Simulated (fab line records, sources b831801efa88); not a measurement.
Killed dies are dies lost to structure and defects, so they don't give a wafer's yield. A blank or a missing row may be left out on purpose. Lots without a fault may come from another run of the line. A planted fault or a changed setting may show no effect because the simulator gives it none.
Which tool did it? | flow gf180mcu | 12 lots, 36 wafers sampled, at 5 steps of a route of 602

WHAT THE GAUGES READ, wafer by wafer
GF_VT_IMPLANT_OVL_MEAS_40. Usual: VT_IMPLANT_03_OVL -0.6 nm, standard deviation 1.2.
lot  | measured     | on         | VT_IMPLANT_03_OVL (nm) | flag
L279 | day 7 19:32  | overlay-01 | -1.2 -1.1 -1.4         |
L280 | day 7 23:50  | overlay-02 | 0.2 -2.1 0.0           |
L281 | day 8 03:10  | overlay-01 | -0.6 0.3 -0.4          |
L282 | day 8 08:16  | overlay-02 | -0.5 -0.7 -0.2         |
L283 | day 8 15:21  | overlay-02 | -0.6 -1.6 -0.2         |
L284 | day 8 22:04  | overlay-02 | -2.3 -1.1 -0.4         |
L290 | day 10 15:58 | overlay-02 | 0.0 0.5 1.9            |
L291 | day 11 01:27 | overlay-01 | -0.5 -2.1 -1.2         |
L292 | day 11 13:06 | overlay-02 | 0.8 0.2 -0.8           |
L300 | day 13 11:12 | overlay-01 | -0.4 -0.1 0.6          |
L301 | day 13 16:18 | overlay-02 | 0.9 0.3 -0.1           |
L302 | day 13 23:30 | overlay-02 | -2.0 -2.0 -1.6         |

GF_POLY_GATE_OVL_MEAS_11. Usual: POLY_GATE_OVL 5 nm, standard deviation 5.1.
lot  | measured     | on         | POLY_GATE_OVL (nm) | flag
L279 | day 9 11:02  | overlay-02 | 10 11 8            |
L280 | day 9 17:23  | overlay-01 | 9 5 1              |
L281 | day 10 01:37 | overlay-02 | 0 10 3             |
L282 | day 10 01:58 | overlay-02 | 7 4 7              |
L283 | day 10 07:52 | overlay-01 | 1 -1 0             |
L284 | day 10 14:41 | overlay-01 | 1 4 5              |
L290 | day 12 11:24 | overlay-01 | -9 -4 -1           |
L291 | day 12 21:43 | overlay-01 | 9 2 2              |
L292 | day 13 10:39 | overlay-02 | 10 9 13            |
L300 | day 15 11:22 | overlay-02 | 4 3 0              |
L301 | day 15 18:22 | overlay-02 | 6 8 10             |
L302 | day 16 00:59 | overlay-02 | 10 3 9             |

GF_HV_LDD_THK_MEAS_57. Usual: HV_LDD_CVD_56_THK 89.8 nm, standard deviation 0.88.
lot  | measured     | on            | HV_LDD_CVD_56_THK (nm) | flag
L279 | day 12 19:04 | film_metro-02 | 91.8 91.1 91.5         |
L280 | day 13 01:51 | film_metro-03 | 89.9 89.8 90.0         |
L281 | day 13 11:19 | film_metro-02 | 89.9 89.9 90.0         |
L282 | day 13 13:49 | film_metro-03 | 90.7 89.7 89.8         |
L283 | day 13 18:17 | film_metro-01 | 90.6 90.3 90.8         |
L284 | day 14 02:34 | film_metro-01 | 90.3 91.4 90.7         |
L290 | day 16 06:23 | film_metro-03 | 89.8 88.8 89.0         |
L291 | day 16 17:47 | film_metro-03 | 98.9 99.8 99.9         | OFF
L292 | day 17 06:03 | film_metro-03 | 99.5 98.8 99.0         | OFF
L300 | day 19 12:23 | film_metro-01 | 89.7 89.6 90.0         |
L301 | day 19 22:02 | film_metro-01 | 89.4 88.1 88.9         |
L302 | day 20 04:20 | film_metro-02 | 89.1 89.3 89.8         |

WHICH TOOL RAN EACH LOT (tool, then ch and the chambers of the sampled wafers, then the start)
lot  | GF_HV_LDD_RTA_52                 | GF_HV_LDD_CVD_56
L279 | rtp_anneal-01 ch 0, day 12 16:22 | lpcvd-02 ch 1, day 12 17:37
L280 | rtp_anneal-02 ch 0, day 12 23:10 | lpcvd-01 ch 0, day 13 00:26
L281 | rtp_anneal-02 ch 0, day 13 08:34 | lpcvd-02 ch 1, day 13 09:52
L282 | rtp_anneal-02 ch 0, day 13 10:43 | lpcvd-02 ch 1, day 13 12:23
L283 | rtp_anneal-02 ch 0, day 13 15:35 | lpcvd-01 ch 1, day 13 16:51
L284 | rtp_anneal-01 ch 0, day 13 23:52 | lpcvd-01 ch 1, day 14 01:06
L290 | rtp_anneal-01 ch 0, day 16 03:41 | lpcvd-01 ch 0, day 16 04:57
L291 | rtp_anneal-01 ch 0, day 16 15:05 | lpcvd-01 ch 0, day 16 16:21
L292 | rtp_anneal-01 ch 0, day 17 03:21 | lpcvd-01 ch 0, day 17 04:37
L300 | rtp_anneal-02 ch 0, day 19 09:42 | lpcvd-02 ch 1, day 19 10:57
L301 | rtp_anneal-02 ch 0, day 19 19:21 | lpcvd-02 ch 0, day 19 20:36
L302 | rtp_anneal-02 ch 0, day 20 01:38 | lpcvd-02 ch 0, day 20 02:53
- GF_HV_LDD_RTA_52: time 10 s.
- GF_HV_LDD_CVD_56: deposits Si3N4 from DCS/NH3, target thk 90 nm, time 1543 s.

WHAT THE TOOLS THEMSELVES READ (means of the sampled wafers that have a number; where no wafer has one, the mark that the record gives instead)
GF_HV_LDD_RTA_52. Usual: lamp_power_pct 31.5 %, standard deviation 1.1; wafer_temp_C_max 1006.4, standard deviation 2.3.
lot  | tool          | lamp_power_pct (%) | wafer_temp_C_max | flag
L279 | rtp_anneal-01 | 32.7               | 1010.5           |
L280 | rtp_anneal-02 | 30.5               | 1004.5           |
L281 | rtp_anneal-02 | 30.5               | 1005.3           |
L282 | rtp_anneal-02 | 30.5               | 1004.4           |
L283 | rtp_anneal-02 | 30.4               | 1005.0           |
L284 | rtp_anneal-01 | 32.7               | 1007.7           |
L290 | rtp_anneal-01 | 32.7               | 1010.9           |
L291 | rtp_anneal-01 | 32.7               | 1007.5           |
L292 | rtp_anneal-01 | 32.7               | 1008.6           |
L300 | rtp_anneal-02 | 30.5               | 1005.3           |
L301 | rtp_anneal-02 | 30.5               | 1004.4           |
L302 | rtp_anneal-02 | 30.5               | 1005.1           |

THE ANSWER, worked out from the rows above alone
Rule: a lot is off if the mean of its wafers that have a number lies more than 3 standard deviations from the usual mean. A lot without any number at a reading at which 4 lots or more have one is off too. The other lots that the step has rows for count as sound. The gauges are gone through in route order, then the tools' own readings, and for those a lot's mean is taken as printed above. The first step at which some lot is off is used, and at that step the reading that is off furthest; a lot without a number counts as furthest.
Off: L291, L292, at GF_HV_LDD_THK_MEAS_57 (HV_LDD_CVD_56_THK).
A tool fits if, at a process step before that reading, it ran every lot that is off, and no sound lot after the first of them. The gauges at GF_HV_LDD_THK_MEAS_57 are tried like those tools. Can't be told from this: 3 tools fit, rtp_anneal-01 at GF_HV_LDD_RTA_52, lpcvd-01 at GF_HV_LDD_CVD_56, film_metro-03 at GF_HV_LDD_THK_MEAS_57.

WHAT THE SIMULATOR HAD PUT IN
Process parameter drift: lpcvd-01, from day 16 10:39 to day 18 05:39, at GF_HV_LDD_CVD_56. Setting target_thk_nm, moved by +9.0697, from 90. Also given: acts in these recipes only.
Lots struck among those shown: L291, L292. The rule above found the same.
